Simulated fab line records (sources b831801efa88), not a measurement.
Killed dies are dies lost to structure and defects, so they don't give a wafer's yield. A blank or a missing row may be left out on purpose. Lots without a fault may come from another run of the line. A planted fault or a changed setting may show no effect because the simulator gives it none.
What tool caused it? || flow gf180mcu || 18 wafers from 6 lots sampled at 3 of the route's 602 steps

## WHAT THE GAUGES SHOWED, per wafer
GF_NSD_OVL_MEAS_08.
{"lot": "L638", "measured": "day 14 08:13", "on": "overlay-01", "NSD_OVL (nm)": "1.5 -0.4 0.7"}
{"lot": "L640", "measured": "day 14 14:31", "on": "overlay-01", "NSD_OVL (nm)": "-1.9 -0.4 -0.3"}
{"lot": "L644", "measured": "day 16 06:20", "on": "overlay-01", "NSD_OVL (nm)": "171.6 169.6 171.3"}
{"lot": "L650", "measured": "day 18 10:55", "on": "overlay-02", "NSD_OVL (nm)": "170.9 172.7 172.8"}
{"lot": "L656", "measured": "day 20 03:52", "on": "overlay-01", "NSD_OVL (nm)": "0.0 -3.4 -1.7"}
{"lot": "L658", "measured": "day 20 21:16", "on": "overlay-01", "NSD_OVL (nm)": "-0.5 -0.8 0.1"}

## WHAT TOOL EACH LOT RAN ON (gives the tool, then ch and the chambers of the sampled wafers, and finally the start)
{"lot": "L638", "GF_HV_LDD_STRIP_10": "plasmaAsher-02 ch 0,1, day 10 22:22", "GF_NSD_EXPOSE_04": "ilineStepper-01 ch 0, day 13 21:34"}
{"lot": "L640", "GF_HV_LDD_STRIP_10": "plasmaAsher-04 ch 0,1, day 11 03:44", "GF_NSD_EXPOSE_04": "ilineStepper-01 ch 0, day 14 04:32"}
{"lot": "L644", "GF_HV_LDD_STRIP_10": "plasmaAsher-01 ch 0,1, day 12 14:20", "GF_NSD_EXPOSE_04": "ilineStepper-01 ch 0, day 15 19:04"}
{"lot": "L650", "GF_HV_LDD_STRIP_10": "plasmaAsher-01 ch 0,1, day 14 13:32", "GF_NSD_EXPOSE_04": "ilineStepper-01 ch 0, day 17 23:14"}
{"lot": "L656", "GF_HV_LDD_STRIP_10": "plasmaAsher-01 ch 0,1, day 16 05:01", "GF_NSD_EXPOSE_04": "ilineStepper-02 ch 0, day 19 16:15"}
{"lot": "L658", "GF_HV_LDD_STRIP_10": "plasmaAsher-01 ch 0,1, day 16 19:07", "GF_NSD_EXPOSE_04": "ilineStepper-02 ch 0, day 20 09:52"}
- GF_HV_LDD_STRIP_10: strips in O2/N2.
- GF_NSD_EXPOSE_04: exposes mask Nplus, target cd 400 nm.

## THE ANSWER, worked out from the rows above alone
Rule: what is usual is taken from the lots themselves. Put in order of their means at a reading, lots are off if they are a third of the lots or fewer, leave a main group of 4 or more, and stand apart from it by a gap of 3 or more times the standard deviation of the main group's means; of several such gaps the widest counts. A main group whose means are all the same, to the digits that the tables above print for the reading, isn't used. Also off: a lot with no number at a reading for which 4 or more lots have one. Where the step has rows for the other lots, those lots are counted as sound.
Off: L644, L650, at GF_NSD_OVL_MEAS_08 (NSD_OVL). The main group: mean -0.6 nm, standard deviation 0.83.
If a tool, at a process step before that reading, ran all the lots that are off and no sound lot after the first of them, it fits. Gauges at GF_NSD_OVL_MEAS_08: tried the same way as those tools. One candidate fits, namely ilineStepper-01 at GF_NSD_EXPOSE_04. Its last sound lot is L640 (day 14 04:32), its first lot that is off L644 (day 15 19:04): a fault that began between those two fits.

## WHAT HAD BEEN PUT IN BY THE SIMULATOR
Scanner matching overlay: ilineStepper-01, from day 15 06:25 on, at GF_NSD_EXPOSE_04. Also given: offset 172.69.
Shown lots that were struck: L644, L650. The rule above found the same.
